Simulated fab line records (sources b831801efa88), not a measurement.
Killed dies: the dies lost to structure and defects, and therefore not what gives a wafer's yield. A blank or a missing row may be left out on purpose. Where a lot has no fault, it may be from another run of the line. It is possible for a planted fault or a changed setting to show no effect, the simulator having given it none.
Which of the tools did it? / flow gf180mcu / 13 lots with 37 wafers sampled at 5 steps, on a route of 602 steps

WHAT EACH GAUGE READ, for each wafer
GF_M4_OVL_MEAS_15.
lot=L198; measured=day 23 13:29; on=overlay-02; M4_OVL (nm)=-5 -5 -1
lot=L201; measured=day 24 17:52; on=overlay-01; M4_OVL (nm)=3 1 4
lot=L204; measured=day 25 14:29; on=overlay-01; M4_OVL (nm)=-1 1 5
lot=L205; measured=day 25 22:34; on=overlay-01; M4_OVL (nm)=1 4 9
lot=L207; measured=day 26 16:32; on=overlay-01; M4_OVL (nm)=-2 12 0
lot=L210; measured=day 27 13:18; on=overlay-02; M4_OVL (nm)=3 2 -7
lot=L211; measured=day 27 18:22; on=overlay-02; M4_OVL (nm)=4 1 -3
lot=L213; measured=day 28 06:19; on=overlay-02; M4_OVL (nm)=-1 -4 -12
lot=L214; measured=day 28 16:37; on=overlay-02; M4_OVL (nm)=5 -1 6
lot=L216; measured=day 29 04:52; on=overlay-01; M4_OVL (nm)=2 -1 -5
lot=L219; measured=day 30 01:19; on=overlay-01; M4_OVL (nm)=3 4
lot=L220; measured=day 30 06:25; on=overlay-01; M4_OVL (nm)=-4 -12
lot=L221; measured=day 30 14:47; on=overlay-01; M4_OVL (nm)=-2 2 2

GF_V4_THK_MEAS_01.
lot=L198; measured=day 23 14:18; on=film_metro-04; V4_CVD_00_THK (nm)=595 609 595
lot=L201; measured=day 24 18:47; on=film_metro-04; V4_CVD_00_THK (nm)=592 604 604
lot=L204; measured=day 25 15:14; on=film_metro-04; V4_CVD_00_THK (nm)=610 609 596
lot=L205; measured=day 25 23:19; on=film_metro-02; V4_CVD_00_THK (nm)=608 610 610
lot=L207; measured=day 26 17:17; on=film_metro-02; V4_CVD_00_THK (nm)=593 588 596
lot=L210; measured=day 27 14:03; on=film_metro-02; V4_CVD_00_THK (nm)=601 601 600
lot=L211; measured=day 27 19:07; on=film_metro-04; V4_CVD_00_THK (nm)=602 606 605
lot=L213; measured=day 28 07:05; on=film_metro-02; V4_CVD_00_THK (nm)=596 593 598
lot=L214; measured=day 28 17:22; on=film_metro-04; V4_CVD_00_THK (nm)=608 598 593
lot=L216; measured=day 29 05:41; on=film_metro-04; V4_CVD_00_THK (nm)=593 594 594
lot=L219; measured=day 30 02:05; on=film_metro-02; V4_CVD_00_THK (nm)=901 595
lot=L220; measured=day 30 07:11; on=film_metro-01; V4_CVD_00_THK (nm)=601 909
lot=L221; measured=day 30 15:58; on=film_metro-04; V4_CVD_00_THK (nm)=602 907 600

WHAT TOOL EACH LOT RAN ON (gives the tool, then ch and the chambers of the sampled wafers, and finally the start)
lot=L198; GF_V3_ETCH_16=rie_diel-04 ch 1,2,3, day 22 12:40; GF_M4_SPUTTER_03=pvd_sputter-02, day 22 14:11; GF_V4_CVD_00=hdpcvd-02 ch 0,1,2, day 23 14:11
lot=L201; GF_V3_ETCH_16=rie_diel-04 ch 0,1,3, day 23 17:49; GF_M4_SPUTTER_03=pvd_sputter-02, day 23 19:22; GF_V4_CVD_00=hdpcvd-02 ch 0,2, day 24 18:43
lot=L204; GF_V3_ETCH_16=rie_diel-04 ch 0,2, day 24 16:02; GF_M4_SPUTTER_03=pvd_sputter-01, day 24 17:34; GF_V4_CVD_00=hdpcvd-02 ch 0,1, day 25 15:10
lot=L205; GF_V3_ETCH_16=rie_diel-04 ch 0,1,2, day 24 23:56; GF_M4_SPUTTER_03=pvd_sputter-01, day 25 01:29; GF_V4_CVD_00=hdpcvd-02 ch 1,2, day 25 23:14
lot=L207; GF_V3_ETCH_16=rie_diel-02 ch 1,2, day 25 17:56; GF_M4_SPUTTER_03=pvd_sputter-01, day 25 19:28; GF_V4_CVD_00=hdpcvd-01 ch 0,1,2, day 26 17:13
lot=L210; GF_V3_ETCH_16=rie_diel-04 ch 0,3, day 26 14:59; GF_M4_SPUTTER_03=pvd_sputter-01, day 26 16:31; GF_V4_CVD_00=hdpcvd-02 ch 0,1, day 27 13:59
lot=L211; GF_V3_ETCH_16=rie_diel-03 ch 0,2,3, day 26 20:19; GF_M4_SPUTTER_03=pvd_sputter-03, day 26 21:50; GF_V4_CVD_00=hdpcvd-02 ch 0,1,2, day 27 19:02
lot=L213; GF_V3_ETCH_16=rie_diel-03 ch 0,1,2, day 27 09:02; GF_M4_SPUTTER_03=pvd_sputter-03, day 27 10:36; GF_V4_CVD_00=hdpcvd-01 ch 0,1,2, day 28 06:59
lot=L214; GF_V3_ETCH_16=rie_diel-04 ch 1,2,3, day 27 19:19; GF_M4_SPUTTER_03=pvd_sputter-02, day 27 20:50; GF_V4_CVD_00=hdpcvd-01 ch 0,1,2, day 28 17:17
lot=L216; GF_V3_ETCH_16=rie_diel-02 ch 1,2, day 28 07:55; GF_M4_SPUTTER_03=pvd_sputter-02, day 28 09:34; GF_V4_CVD_00=hdpcvd-01 ch 0,2, day 29 05:36
lot=L219; GF_V3_ETCH_16=rie_diel-02 ch 1,2, day 29 04:19; GF_M4_SPUTTER_03=pvd_sputter-03, day 29 06:11; GF_V4_CVD_00=hdpcvd-02 ch 0,1, day 30 02:00
lot=L220; GF_V3_ETCH_16=rie_diel-02 ch 1,3, day 29 09:11; GF_M4_SPUTTER_03=pvd_sputter-02, day 29 11:04; GF_V4_CVD_00=hdpcvd-02 ch 0,1, day 30 07:07
lot=L221; GF_V3_ETCH_16=rie_diel-04 ch 1,2,3, day 29 18:38; GF_M4_SPUTTER_03=pvd_sputter-03, day 29 20:13; GF_V4_CVD_00=hdpcvd-02 ch 1,2, day 30 15:53
- GF_V3_ETCH_16: etches BARC in N2/H2.
- GF_M4_SPUTTER_03: material Ti, target thk 10 nm, time 6.7 s.
- GF_V4_CVD_00: deposits SiO2, target thk 600 nm, time 100 s.

AS READ BY THE TOOLS THEMSELVES (means over the sampled wafers that have a number; for cases with no such wafer, the mark the record gives instead)
GF_V3_ETCH_16.
lot=L198; tool=rie_diel-04; drypump_motor_current_A (A)=6.0; h2_flow_sccm (sccm)=200.3; oes_product_au (a.u.)=0.856; throttle_valve_pct (%)=13.217
lot=L201; tool=rie_diel-04; drypump_motor_current_A (A)=5.8; h2_flow_sccm (sccm)=200.5; oes_product_au (a.u.)=0.857; throttle_valve_pct (%)=13.219
lot=L204; tool=rie_diel-04; drypump_motor_current_A (A)=6.2; h2_flow_sccm (sccm)=199.9; oes_product_au (a.u.)=0.857; throttle_valve_pct (%)=13.223
lot=L205; tool=rie_diel-04; drypump_motor_current_A (A)=5.9; h2_flow_sccm (sccm)=199.8; oes_product_au (a.u.)=0.856; throttle_valve_pct (%)=13.219
lot=L207; tool=rie_diel-02; drypump_motor_current_A (A)=6.2; h2_flow_sccm (sccm)=199.1; oes_product_au (a.u.)=0.859; throttle_valve_pct (%)=13.222
lot=L210; tool=rie_diel-04; drypump_motor_current_A (A)=6.2; h2_flow_sccm (sccm)=199.9; oes_product_au (a.u.)=0.858; throttle_valve_pct (%)=13.233
lot=L211; tool=rie_diel-03; drypump_motor_current_A (A)=6.3; h2_flow_sccm (sccm)=199.7; oes_product_au (a.u.)=0.852; throttle_valve_pct (%)=13.225
lot=L213; tool=rie_diel-03; drypump_motor_current_A (A)=6.3; h2_flow_sccm (sccm)=200.0; oes_product_au (a.u.)=0.852; throttle_valve_pct (%)=13.222
lot=L214; tool=rie_diel-04; drypump_motor_current_A (A)=6.0; h2_flow_sccm (sccm)=200.3; oes_product_au (a.u.)=0.861; throttle_valve_pct (%)=13.226
lot=L216; tool=rie_diel-02; drypump_motor_current_A (A)=6.2; h2_flow_sccm (sccm)=199.9; oes_product_au (a.u.)=0.855; throttle_valve_pct (%)=13.225
lot=L219; tool=rie_diel-02; drypump_motor_current_A (A)=6.2; h2_flow_sccm (sccm)=199.6; oes_product_au (a.u.)=0.849; throttle_valve_pct (%)=13.224
lot=L220; tool=rie_diel-02; drypump_motor_current_A (A)=5.6; h2_flow_sccm (sccm)=200.2; oes_product_au (a.u.)=0.855; throttle_valve_pct (%)=13.221
lot=L221; tool=rie_diel-04; drypump_motor_current_A (A)=6.0; h2_flow_sccm (sccm)=199.4; oes_product_au (a.u.)=0.855; throttle_valve_pct (%)=13.229

GF_M4_SPUTTER_03.
lot=L198; tool=pvd_sputter-02; throttle_valve_pct (%)=30.1
lot=L201; tool=pvd_sputter-02; throttle_valve_pct (%)=29.1
lot=L204; tool=pvd_sputter-01; throttle_valve_pct (%)=30.7
lot=L205; tool=pvd_sputter-01; throttle_valve_pct (%)=30.9
lot=L207; tool=pvd_sputter-01; throttle_valve_pct (%)=30.4
lot=L210; tool=pvd_sputter-01; throttle_valve_pct (%)=30.0
lot=L211; tool=pvd_sputter-03; throttle_valve_pct (%)=30.5
lot=L213; tool=pvd_sputter-03; throttle_valve_pct (%)=30.6
lot=L214; tool=pvd_sputter-02; throttle_valve_pct (%)=30.3
lot=L216; tool=pvd_sputter-02; throttle_valve_pct (%)=29.4
lot=L219; tool=pvd_sputter-03; throttle_valve_pct (%)=30.4
lot=L220; tool=pvd_sputter-02; throttle_valve_pct (%)=29.2
lot=L221; tool=pvd_sputter-03; throttle_valve_pct (%)=30.7

GF_V4_CVD_00.
lot=L198; tool=hdpcvd-02; sih4_flow_sccm (sccm)=60.03
lot=L201; tool=hdpcvd-02; sih4_flow_sccm (sccm)=59.93
lot=L204; tool=hdpcvd-02; sih4_flow_sccm (sccm)=60.07
lot=L205; tool=hdpcvd-02; sih4_flow_sccm (sccm)=60.00
lot=L207; tool=hdpcvd-01; sih4_flow_sccm (sccm)=59.96
lot=L210; tool=hdpcvd-02; sih4_flow_sccm (sccm)=60.08
lot=L211; tool=hdpcvd-02; sih4_flow_sccm (sccm)=59.99
lot=L213; tool=hdpcvd-01; sih4_flow_sccm (sccm)=59.73
lot=L214; tool=hdpcvd-01; sih4_flow_sccm (sccm)=59.92
lot=L216; tool=hdpcvd-01; sih4_flow_sccm (sccm)=59.99
lot=L219; tool=hdpcvd-02; sih4_flow_sccm (sccm)=74.81
lot=L220; tool=hdpcvd-02; sih4_flow_sccm (sccm)=75.12
lot=L221; tool=hdpcvd-02; sih4_flow_sccm (sccm)=70.18

THE ANSWER, worked out from the rows above alone
Rule: what is usual is taken from the lots themselves. The widest of any qualifying gaps counts: lots, ordered by their means at a reading, are off when they make up no more than a third of the lots, leave a main group of 4 or more, and stand apart from it by 3 or more times the standard deviation of that group's means. The tables above print the reading to a certain number of digits; a main group whose means all agree to those digits is not used. A lot without any number at a reading at which 4 lots or more have one is off too. Any other lot the step has rows for is counted as sound. First the gauges in route order, then the tools' own readings, where a lot's mean is used as printed above. The first step at which some lot is off is used, and at that step the reading that is off furthest; a lot without a number counts as furthest.
Off: L219, L220, L221, at GF_V4_THK_MEAS_01 (V4_CVD_00_THK). The main group: mean 600 nm, standard deviation 5.
A tool fits if, at a process step before that reading, it ran every lot that is off, and no sound lot after the first of them. The gauges at GF_V4_THK_MEAS_01 aren't tried: what is off there is off at GF_V4_CVD_00 too, on other tools, and a gauge's error can't cause that. One fits: hdpcvd-02 at GF_V4_CVD_00. Its last sound lot is L211 (day 27 19:02), its first lot that is off L219 (day 30 02:00): a fault that began between those two fits.
On the lots that are off, the tool's own readings at GF_V4_CVD_00 differ by more than 5 times the standard deviation of the sound lots' means, which bears it out; sih4_flow_sccm reads 73.37 sccm there versus 59.97 sccm on the sound lots.

WHAT THE SIMULATOR HAD PUT IN
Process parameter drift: hdpcvd-02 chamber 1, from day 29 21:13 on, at GF_V4_CVD_00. Setting sih4_flow_sccm, moved by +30, from 60. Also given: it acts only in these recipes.
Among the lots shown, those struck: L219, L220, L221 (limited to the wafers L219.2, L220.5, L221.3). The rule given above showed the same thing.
